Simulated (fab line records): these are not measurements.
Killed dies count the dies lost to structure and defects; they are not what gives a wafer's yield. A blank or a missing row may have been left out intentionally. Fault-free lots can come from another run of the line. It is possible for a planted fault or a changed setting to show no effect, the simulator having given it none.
The tool behind it: which one?	flow sky130	33 wafers from 11 lots sampled at 5 of the route's 708 steps

WHAT THE GAUGES SHOWED, per wafer
SKY_NWELL_TW_MEAS_26. Usual: NWELL_2_TW 496.6, standard deviation 2.4.
lot	measured	on	NWELL_2_TW	flag
L181	day 6 03:34	film_metro-03	498.6 497.6 497.3	
L182	day 6 09:55	film_metro-03	492.0 495.4 495.6	
L183	day 6 14:38	film_metro-01	495.8 497.7 498.9	
L185	day 7 02:55	film_metro-03	494.6 493.7 497.0	
L188	day 7 20:43	film_metro-03	545.4 545.1 544.7	OFF
L192	day 8 19:14	film_metro-01	550.6 552.1 547.4	OFF
L194	day 9 06:32	film_metro-02	491.6 496.9 494.6	
L195	day 9 14:32	film_metro-03	491.5 495.1 495.8	
L196	day 9 21:41	film_metro-01	494.2 495.4 494.6	
L197	day 10 05:49	film_metro-03	496.4 497.2 495.2	
L198	day 10 09:34	film_metro-03	495.1 494.6 495.0	

SKY_POLY_GATE_CD_MEAS_13 targets a cd of 150 nm. Usual: 150.0 nm for cd_nm, sd 1.3.
lot	measured	on	cd_nm (nm)	flag
L181	day 17 15:59	cd_sem-02	148.9 148.1 149.4	
L182	day 18 01:35	cd_sem-02	152.1 151.7 151.9	
L183	day 18 04:39	cd_sem-01	149.1 148.7 150.1	
L185	day 19 04:49	cd_sem-01	152.7 151.6 151.5	
L188	day 20 06:17	cd_sem-01	149.6 151.6 150.3	
L192	day 21 10:49	cd_sem-02	149.2 148.6 147.2	
L194	day 22 02:09	cd_sem-02	148.4 149.3 147.4	
L195	day 22 16:58	cd_sem-01	149.1 150.1 151.3	
L196	day 23 00:17	cd_sem-01	149.8 148.9 147.7	
L197	day 23 11:15	cd_sem-02	149.0 149.9 149.2	
L198	day 23 18:54	cd_sem-02	150.1 150.6 148.9	

EACH LOT AND THE TOOL THAT RAN IT (in order: tool; ch and the chambers of the sampled wafers; start)
lot	SKY_PWDE_COAT_02	SKY_PWDE_STRIP_09	SKY_VT_ADJUST_NCORE_STRIP_10
L181	litho_track-01 ch 0, day 4 06:14	plasma_asher-01 ch 0,1, day 4 15:57	plasma_asher-01 ch 0,1, day 9 13:35
L182	litho_track-02 ch 0, day 4 11:59	plasma_asher-02 ch 0,1, day 4 20:52	plasma_asher-01 ch 0,1, day 9 20:32
L183	litho_track-02 ch 0, day 4 16:25	plasma_asher-01 ch 1, day 5 01:13	plasma_asher-02 ch 0,1, day 10 02:22
L185	litho_track-01 ch 0, day 5 03:25	plasma_asher-02 ch 0,1, day 5 12:16	plasma_asher-03 ch 0,1, day 10 17:25
L188	litho_track-01 ch 0, day 5 20:11	plasma_asher-01 ch 0,1, day 6 05:43	plasma_asher-01 ch 0,1, day 11 14:02
L192	litho_track-01 ch 0, day 6 16:13	plasma_asher-01 ch 0,1, day 7 02:30	plasma_asher-01 ch 0,1, day 12 15:37
L194	litho_track-02 ch 0, day 7 02:43	plasma_asher-01 ch 0,1, day 7 12:49	plasma_asher-03 ch 0,1, day 13 05:05
L195	litho_track-04 ch 0, day 7 09:20	plasma_asher-01 ch 0,1, day 7 19:54	plasma_asher-02 ch 0,1, day 13 13:22
L196	litho_track-04 ch 0, day 7 15:48	plasma_asher-03 ch 0,1, day 8 02:34	plasma_asher-03 ch 0, day 13 22:08
L197	litho_track-04 ch 0, day 7 22:45	plasma_asher-01 ch 0,1, day 8 09:15	plasma_asher-01 ch 0,1, day 14 06:41
L198	litho_track-04 ch 0, day 8 02:41	plasma_asher-01 ch 0,1, day 8 13:19	plasma_asher-02 ch 0,1, day 14 12:50
- SKY_PWDE_COAT_02: resist thk 3000 nm.
- SKY_PWDE_STRIP_09: strips in O2/N2.
- SKY_VT_ADJUST_NCORE_STRIP_10: strips in O2/N2.

WHAT THE TOOLS THEMSELVES READ (means of the sampled wafers that have a number; where no wafer has one, the mark that the record gives instead)
SKY_PWDE_STRIP_09. Usual: drypump_motor_current_A 5.7 A, standard deviation 0.47; oes_product_au 0.723 a.u., standard deviation 0.0047; strip_time_to_endpoint_s 36.93 s, standard deviation 0.089.
lot	tool	drypump_motor_current_A (A)	oes_product_au (a.u.)	strip_time_to_endpoint_s (s)	flag
L181	plasma_asher-01	5.4	0.724	36.93	
L182	plasma_asher-02	6.0	0.724	36.99	
L183	plasma_asher-01	5.6	0.724	36.98	
L185	plasma_asher-02	6.2	0.723	36.86	
L188	plasma_asher-01	5.3	0.417	4.37	OFF
L192	plasma_asher-01	5.2	0.416	4.35	OFF
L194	plasma_asher-01	5.2	0.721	37.02	
L195	plasma_asher-01	5.5	0.728	36.92	
L196	plasma_asher-03	5.9	0.718	36.91	
L197	plasma_asher-01	5.4	0.722	36.81	
L198	plasma_asher-01	5.3	0.726	36.90	

SKY_VT_ADJUST_NCORE_STRIP_10. Usual: drypump_motor_current_A 5.7 A, standard deviation 0.47; oes_product_au 0.715 a.u., standard deviation 0.0043; strip_time_to_endpoint_s 14.19 s, standard deviation 0.04.
lot	tool	drypump_motor_current_A (A)	oes_product_au (a.u.)	strip_time_to_endpoint_s (s)	flag
L181	plasma_asher-01	5.5	0.711	14.16	
L182	plasma_asher-01	5.3	0.715	14.13	
L183	plasma_asher-02	6.2	0.714	14.24	
L185	plasma_asher-03	5.7	0.718	14.17	
L188	plasma_asher-01	5.2	0.715	14.17	
L192	plasma_asher-01	5.4	0.713	14.19	
L194	plasma_asher-03	5.7	0.717	14.27	
L195	plasma_asher-02	6.2	0.716	14.16	
L196	plasma_asher-03	6.3	0.714	14.25	
L197	plasma_asher-01	5.2	0.718	14.18	
L198	plasma_asher-02	6.2	0.715	14.19	

THE ANSWER, worked out from the rows above alone
Rule: a lot is off if the mean of its wafers that have a number lies more than 3 standard deviations from the usual mean. Also off: a lot with no number at a reading for which 4 or more lots have one. Any other lot the step has rows for is counted as sound. The gauges are gone through in route order, then the tools' own readings, and for those a lot's mean is taken as printed above. The first step at which some lot is off is used, and at that step the reading that is off furthest; a lot without a number counts as furthest.
Off: L188, L192, seen at SKY_NWELL_TW_MEAS_26 (NWELL_2_TW).
If a tool, at a process step before that reading, ran all the lots that are off and no sound lot after the first of them, it fits. The gauges at SKY_NWELL_TW_MEAS_26 aren't tried: what is off there is off at SKY_PWDE_STRIP_09 too, on other tools, and a gauge's error can't cause that. One candidate fits, namely litho_track-01 at SKY_PWDE_COAT_02. Its last sound lot is L185 (day 5 03:25), its first lot that is off L188 (day 5 20:11): a fault that began between those two fits.

WHAT WAS PUT IN BY THE SIMULATOR
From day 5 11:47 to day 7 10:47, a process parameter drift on litho_track-01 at SKY_PWDE_COAT_02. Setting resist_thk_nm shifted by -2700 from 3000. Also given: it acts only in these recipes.
Shown lots that were struck: L188, L192. The rule given above showed the same thing.
